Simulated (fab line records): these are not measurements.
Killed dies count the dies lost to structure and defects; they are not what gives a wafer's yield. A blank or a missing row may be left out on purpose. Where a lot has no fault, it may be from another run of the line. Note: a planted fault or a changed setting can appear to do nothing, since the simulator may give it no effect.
Which tool was responsible? + flow sky130 + 14 lots with 42 wafers sampled at 5 steps, on a route of 708 steps

## WHAT THE GAUGES SHOWED, per wafer
SKY_LDD_P_TW_MEAS_11.
| lot  | measured     | on            | LDD_P_TW                |
|------|--------------|---------------|-------------------------|
| L632 | day 18 23:31 | film_metro-03 | 648 650 647             |
| L634 | day 19 13:19 | film_metro-02 | 640 643 640             |
| L636 | day 20 05:01 | film_metro-04 | 636 640 641             |
| L637 | day 21 00:25 | film_metro-03 | 642 647 643             |
| L638 | day 21 11:43 | film_metro-04 | 632 632 634             |
| L639 | day 21 21:01 | film_metro-03 | 644 645 642             |
| L640 | day 22 06:16 | film_metro-03 | 634 631 638             |
| L641 | day 22 16:22 | film_metro-04 | 633 638 633             |
| L643 | day 23 06:49 | film_metro-02 | 640 638 641             |
| L645 | day 24 04:52 | film_metro-04 | 639 642 641             |
| L647 | day 25 03:09 | film_metro-03 | 636 636 633             |
| L648 | day 25 07:16 | film_metro-04 | 657 654 651 651 657 654 |
| L653 | day 26 12:47 | film_metro-03 | 665 658 656 659 661 664 |
| L655 | day 27 20:19 | film_metro-03 | 644 639 642             |

SKY_LDD_HVP_OVL_MEAS_07.
| lot  | measured     | on         | LDD_HVP_OVL (nm) |
|------|--------------|------------|------------------|
| L632 | day 21 11:30 | overlay-01 | -0.3 -0.6 0.8    |
| L634 | day 22 01:06 | overlay-01 | 1.6 3.3 1.5      |
| L636 | day 22 17:33 | overlay-02 | -0.3 -0.4 -1.5   |
| L637 | day 23 13:06 | overlay-02 | 3.6 3.9 3.3      |
| L638 | day 24 01:12 | overlay-02 | 2.3 1.2 2.9      |
| L639 | day 24 08:57 | overlay-02 | 1.0 1.0 0.6      |
| L640 | day 24 17:48 | overlay-01 | 3.1 2.1 2.2      |
| L641 | day 25 04:22 | overlay-02 | 2.7 1.0 1.5      |
| L643 | day 25 17:42 | overlay-01 | 1.0 0.9 -0.4     |
| L645 | day 26 15:33 | overlay-01 | 0.7 1.9 2.0      |
| L647 | day 27 12:44 | overlay-01 | -0.7 0.7 -0.7    |
| L648 | day 27 18:13 | overlay-02 | 1.3 1.0 1.4      |
| L653 | day 28 21:42 | overlay-01 | -0.2 -2.2 -0.6   |
| L655 | day 30 04:12 | overlay-02 | -0.5 2.3 1.9     |

SKY_LOCAL_INTERCONNECT_THK_MEAS_02: measures by xrf.
| lot  | measured     | on            | LOCAL_INTERCONNECT_TIN_THK (nm) |
|------|--------------|---------------|---------------------------------|
| L632 | day 29 02:41 | film_metro-01 | 101.0 99.0 99.7                 |
| L634 | day 29 13:22 | film_metro-01 | 98.9 100.1 101.8                |
| L636 | day 30 06:53 | film_metro-01 | 97.3 96.8 97.6                  |
| L637 | day 30 23:50 | film_metro-01 | 98.3 100.7 98.3                 |
| L638 | day 31 13:20 | film_metro-01 | 99.5 98.1 97.0                  |
| L639 | day 31 17:58 | film_metro-03 | 97.4 97.4 97.9                  |
| L640 | day 32 02:12 | film_metro-03 | 96.2 98.4 94.8                  |
| L641 | day 32 13:53 | film_metro-01 | 99.8 102.5 100.2                |
| L643 | day 32 23:15 | film_metro-01 | 98.2 98.9 98.3                  |
| L645 | day 33 19:46 | film_metro-01 | 98.8 99.3 98.6                  |
| L647 | day 34 17:09 | film_metro-04 | 100.2 100.5 100.0               |
| L648 | day 34 19:33 | film_metro-01 | 97.4 97.2 98.3                  |
| L653 | day 35 21:19 | film_metro-01 | 102.4 100.4 100.1               |
| L655 | day 37 01:42 | film_metro-04 | 99.0 98.6 100.1                 |

SKY_CONTACT_THK_MEAS_01.
| lot  | measured     | on            | CONTACT_CVD_00_THK (nm) |
|------|--------------|---------------|-------------------------|
| L632 | day 30 08:10 | film_metro-01 | 74.0 74.3 74.9          |
| L634 | day 30 17:54 | film_metro-02 | 74.3 74.7 75.7          |
| L636 | day 31 11:35 | film_metro-01 | 74.9 72.8 75.2          |
| L637 | day 32 04:05 | film_metro-01 | 73.5 75.0 74.1          |
| L638 | day 32 17:19 | film_metro-02 | 73.6 76.4 75.0          |
| L639 | day 32 21:19 | film_metro-01 | 74.5 72.5 72.4          |
| L640 | day 33 06:07 | film_metro-02 | 72.1 73.6 74.3          |
| L641 | day 33 18:16 | film_metro-02 | 75.5 73.0 75.0          |
| L643 | day 34 02:20 | film_metro-02 | 75.2 74.4 77.0          |
| L645 | day 34 23:53 | film_metro-02 | 74.9 73.6 74.5          |
| L647 | day 35 20:37 | film_metro-01 | 74.5 73.2 76.3          |
| L648 | day 35 23:35 | film_metro-02 | 74.9 75.8 72.9          |
| L653 | day 37 00:25 | film_metro-01 | 73.4 74.6 74.6          |
| L655 | day 38 04:05 | film_metro-03 | 73.6 74.5 73.3          |

## WHAT TOOL EACH LOT RAN ON (gives the tool, then ch and the chambers of the sampled wafers, and finally the start)
| lot  | SKY_LDD_P_IMPLANT_09            |
|------|---------------------------------|
| L632 | implanter-01 ch 0, day 18 23:16 |
| L634 | implanter-01 ch 0, day 19 13:04 |
| L636 | implanter-03 ch 0, day 20 04:47 |
| L637 | implanter-03 ch 0, day 21 00:11 |
| L638 | implanter-04 ch 0, day 21 11:29 |
| L639 | implanter-01 ch 0, day 21 20:46 |
| L640 | implanter-04 ch 0, day 22 06:01 |
| L641 | implanter-04 ch 0, day 22 16:09 |
| L643 | implanter-03 ch 0, day 23 06:34 |
| L645 | implanter-03 ch 0, day 24 04:38 |
| L647 | implanter-01 ch 0, day 25 02:54 |
| L648 | implanter-03 ch 0, day 25 07:03 |
| L653 | implanter-03 ch 0, day 26 12:32 |
| L655 | implanter-04 ch 0, day 27 20:04 |
- SKY_LDD_P_IMPLANT_09

## AS READ BY THE TOOLS THEMSELVES (means over the sampled wafers that have a number; for cases with no such wafer, the mark the record gives instead)
SKY_LDD_P_IMPLANT_09.
| lot  | tool         | dose_ions_cm2 | faraday_current_uA |
|------|--------------|---------------|--------------------|
| L632 | implanter-01 | 1e+13         | 56.2               |
| L634 | implanter-01 | 1e+13         | 56.6               |
| L636 | implanter-03 | 1e+13         | 56.2               |
| L637 | implanter-03 | 1e+13         | 55.6               |
| L638 | implanter-04 | 1e+13         | 54.8               |
| L639 | implanter-01 | 1e+13         | 57.8               |
| L640 | implanter-04 | 1e+13         | 56.7               |
| L641 | implanter-04 | 1e+13         | 57.1               |
| L643 | implanter-03 | 1e+13         | 56.1               |
| L645 | implanter-03 | 1e+13         | 56.1               |
| L647 | implanter-01 | 1e+13         | 55.5               |
| L648 | implanter-03 | 1e+13         | 61.3               |
| L653 | implanter-03 | 1e+13         | 61.9               |
| L655 | implanter-04 | 1e+13         | 57.4               |

## THE ANSWER, worked out from the rows above alone
Rule: the lots themselves supply what counts as usual. Put in order of their means at a reading, lots are off if they are a third of the lots or fewer, leave a main group of 4 or more, and stand apart from it by a gap of 3 or more times the standard deviation of the main group's means; of several such gaps the widest counts. The tables above print the reading to a certain number of digits; a main group whose means all agree to those digits is not used. Also off: a lot with no number at a reading for which 4 or more lots have one. The other lots that the step has rows for count as sound. First the gauges in route order, then the tools' own readings, where a lot's mean is used as printed above. At the first step where some lot is off, the reading lying furthest off is the one used; lots without a number count as furthest.
Off: L648, L653 (SKY_LDD_P_IMPLANT_09, faraday_current_uA). The main group: mean 56.3, standard deviation 0.81.
If a tool, at that step or one of the process steps before it, ran each lot that is off and ran no sound lot following the first of them, it fits. One fits: implanter-03 at SKY_LDD_P_IMPLANT_09. Its last sound lot is L645 (day 24 04:38), its first lot that is off L648 (day 25 07:03): a fault that began between those two fits.
On the lots that are off, the tool's own readings at SKY_LDD_P_IMPLANT_09 differ by more than 5 times the standard deviation of the sound lots' means, which bears it out; faraday_current_uA reads 61.6 there versus 56.3 on the sound lots.

## WHAT THE SIMULATOR PUT IN
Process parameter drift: implanter-03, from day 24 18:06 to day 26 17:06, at SKY_LDD_P_IMPLANT_09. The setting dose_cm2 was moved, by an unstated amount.
Lots struck among those shown: L648, L653. This agrees with what the rule above found.
